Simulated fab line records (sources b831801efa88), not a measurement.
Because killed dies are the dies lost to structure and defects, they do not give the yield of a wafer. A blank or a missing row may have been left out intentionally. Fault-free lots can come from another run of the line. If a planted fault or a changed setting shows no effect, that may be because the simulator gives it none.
Which tool was responsible? | flow gf180mcu | 13 lots, 39 wafers sampled, at 5 steps of a route of 602

== WHAT THE GAUGES SHOWED, per wafer ==
GF_V1_THK_MEAS_25: measures by xrf.
lot  | measured     | on           | V1_W_THK (nm)
L482 | day 18 09:02 | filmMetro-04 | 342 341 348
L483 | day 18 13:11 | filmMetro-03 | 350 352 358
L485 | day 19 17:21 | filmMetro-03 | 359 361 354
L486 | day 19 23:44 | filmMetro-02 | 365 363 367
L491 | day 21 17:04 | filmMetro-02 | 356 358 354
L492 | day 22 07:20 | filmMetro-03 | 345 348 351
L496 | day 23 10:19 | filmMetro-02 | 358 359 358
L499 | day 24 01:12 | filmMetro-04 | 346 346 349
L500 | day 24 13:46 | filmMetro-03 | 347 347 356
L501 | day 25 04:26 | filmMetro-04 | 350 350 346
L502 | day 25 06:43 | filmMetro-03 | 347 351 351
L503 | day 25 16:35 | filmMetro-03 | 350 353 352
L505 | day 26 01:53 | filmMetro-02 | 349 361 357

GF_M2_CD_MEAS_14 targets a cd of 280 nm.
lot  | measured     | on       | cdNm (nm)
L482 | day 19 09:51 | cdSem-01 | 279.2 280.8 280.1
L483 | day 19 13:41 | cdSem-01 | 278.5 279.5 279.4
L485 | day 20 17:49 | cdSem-02 | 282.0 281.7 281.8
L486 | day 21 00:01 | cdSem-02 | 280.6 280.7 280.0
L491 | day 22 16:58 | cdSem-01 | 274.7 275.6 274.2
L492 | day 23 05:34 | cdSem-01 | 273.9 272.6 274.7
L496 | day 24 09:26 | cdSem-02 | 279.4 280.4 279.2
L499 | day 24 23:54 | cdSem-01 | 278.3 278.9 278.6
L500 | day 25 16:29 | cdSem-02 | 281.1 281.5 281.0
L501 | day 26 02:10 | cdSem-01 | 280.7 279.7 281.6
L502 | day 26 04:22 | cdSem-02 | 282.2 281.2 280.4
L503 | day 26 13:43 | cdSem-02 | 278.7 278.4 279.2
L505 | day 26 22:50 | cdSem-02 | 281.6 282.5 281.4

GF_V2_THK_MEAS_01.
lot  | measured     | on           | V2_CVD_00_THK (nm)
L482 | day 19 10:47 | filmMetro-01 | 602 601 596
L483 | day 19 14:34 | filmMetro-02 | 604 611 609
L485 | day 20 19:07 | filmMetro-02 | 606 606 606
L486 | day 21 01:20 | filmMetro-02 | 602 600 611
L491 | day 22 17:52 | filmMetro-01 | 609 595 602
L492 | day 23 06:28 | filmMetro-04 | 595 605 603
L496 | day 24 10:20 | filmMetro-01 | 602 599 611
L499 | day 25 00:47 | filmMetro-01 | 600 597 596
L500 | day 25 17:31 | filmMetro-02 | 595 611 598
L501 | day 26 03:11 | filmMetro-02 | 602 607 608
L502 | day 26 05:16 | filmMetro-01 | 598 591 593
L503 | day 26 14:45 | filmMetro-04 | 599 594 599
L505 | day 26 23:44 | filmMetro-04 | 598 610 606

== TOOL THAT RAN EACH LOT (tool first, then ch and the chambers of the sampled wafers, then the start) ==
lot  | GF_M2_SPUTTER_02            | GF_M2_PEB_12
L482 | pvdSputter-01, day 18 09:31 | lithoTrack-04 ch 0, day 19 09:31
L483 | pvdSputter-04, day 18 13:40 | lithoTrack-02 ch 0, day 19 13:16
L485 | pvdSputter-04, day 19 17:50 | lithoTrack-04 ch 0, day 20 17:29
L486 | pvdSputter-01, day 20 00:13 | lithoTrack-04 ch 0, day 20 23:40
L491 | pvdSputter-01, day 21 17:34 | lithoTrack-04 ch 0, day 22 16:37
L492 | pvdSputter-02, day 22 07:49 | lithoTrack-04 ch 0, day 23 05:13
L496 | pvdSputter-02, day 23 10:49 | lithoTrack-02 ch 0, day 24 09:01
L499 | pvdSputter-04, day 24 01:41 | lithoTrack-01 ch 0, day 24 23:34
L500 | pvdSputter-04, day 24 14:16 | lithoTrack-01 ch 0, day 25 16:08
L501 | pvdSputter-01, day 25 04:56 | lithoTrack-04 ch 0, day 26 01:49
L502 | pvdSputter-02, day 25 07:13 | lithoTrack-04 ch 0, day 26 04:01
L503 | pvdSputter-02, day 25 17:05 | lithoTrack-04 ch 0, day 26 13:22
L505 | pvdSputter-01, day 26 02:22 | lithoTrack-01 ch 0, day 26 22:32
- GF_M2_SPUTTER_02: material AlCu, target thk 450 nm, time 23.9 s.
- GF_M2_PEB_12: peb time 90 s.

== AS READ BY THE TOOLS THEMSELVES (means over the sampled wafers that have a number; for cases with no such wafer, the mark the record gives instead) ==
GF_M2_SPUTTER_02.
lot  | tool          | throttleValvePct (%)
L482 | pvdSputter-01 | 29.9
L483 | pvdSputter-04 | 31.1
L485 | pvdSputter-04 | 29.5
L486 | pvdSputter-01 | 30.0
L491 | pvdSputter-01 | 30.0
L492 | pvdSputter-02 | 30.0
L496 | pvdSputter-02 | 29.5
L499 | pvdSputter-04 | 28.9
L500 | pvdSputter-04 | 30.9
L501 | pvdSputter-01 | 29.8
L502 | pvdSputter-02 | 29.8
L503 | pvdSputter-02 | 30.0
L505 | pvdSputter-01 | 30.0

GF_M2_PEB_12.
lot  | tool          | chillPlateTempC (C)
L482 | lithoTrack-04 | 22.92
L483 | lithoTrack-02 | 23.01
L485 | lithoTrack-04 | 22.99
L486 | lithoTrack-04 | 23.12
L491 | lithoTrack-04 | 23.00
L492 | lithoTrack-04 | 23.02
L496 | lithoTrack-02 | 23.14
L499 | lithoTrack-01 | 22.98
L500 | lithoTrack-01 | 22.93
L501 | lithoTrack-04 | 22.90
L502 | lithoTrack-04 | 23.10
L503 | lithoTrack-04 | 23.02
L505 | lithoTrack-01 | 22.87

== THE ANSWER, worked out from the rows above alone ==
Rule: usual is defined by the lots themselves. The widest of any qualifying gaps counts: lots, ordered by their means at a reading, are off when they make up no more than a third of the lots, leave a main group of 4 or more, and stand apart from it by 3 or more times the standard deviation of that group's means. A main group whose means are all the same, to the digits that the tables above print for the reading, isn't used. Also off: a lot with no number at a reading for which 4 or more lots have one. Where the step has rows for the other lots, those lots are counted as sound. First the gauges in route order, then the tools' own readings, where a lot's mean is used as printed above. At the first step where some lot is off, the reading lying furthest off is the one used; lots without a number count as furthest.
Off, at GF_M2_CD_MEAS_14 on cdNm: L491, L492. The main group has a mean of 280.3 nm with a standard deviation of 1.1.
A tool fits if, at a process step before that reading, it ran every lot that is off, and no sound lot after the first of them. The gauges at GF_M2_CD_MEAS_14 are tried like those tools. No candidate that was tried fits.

== WHAT THE SIMULATOR PUT IN ==
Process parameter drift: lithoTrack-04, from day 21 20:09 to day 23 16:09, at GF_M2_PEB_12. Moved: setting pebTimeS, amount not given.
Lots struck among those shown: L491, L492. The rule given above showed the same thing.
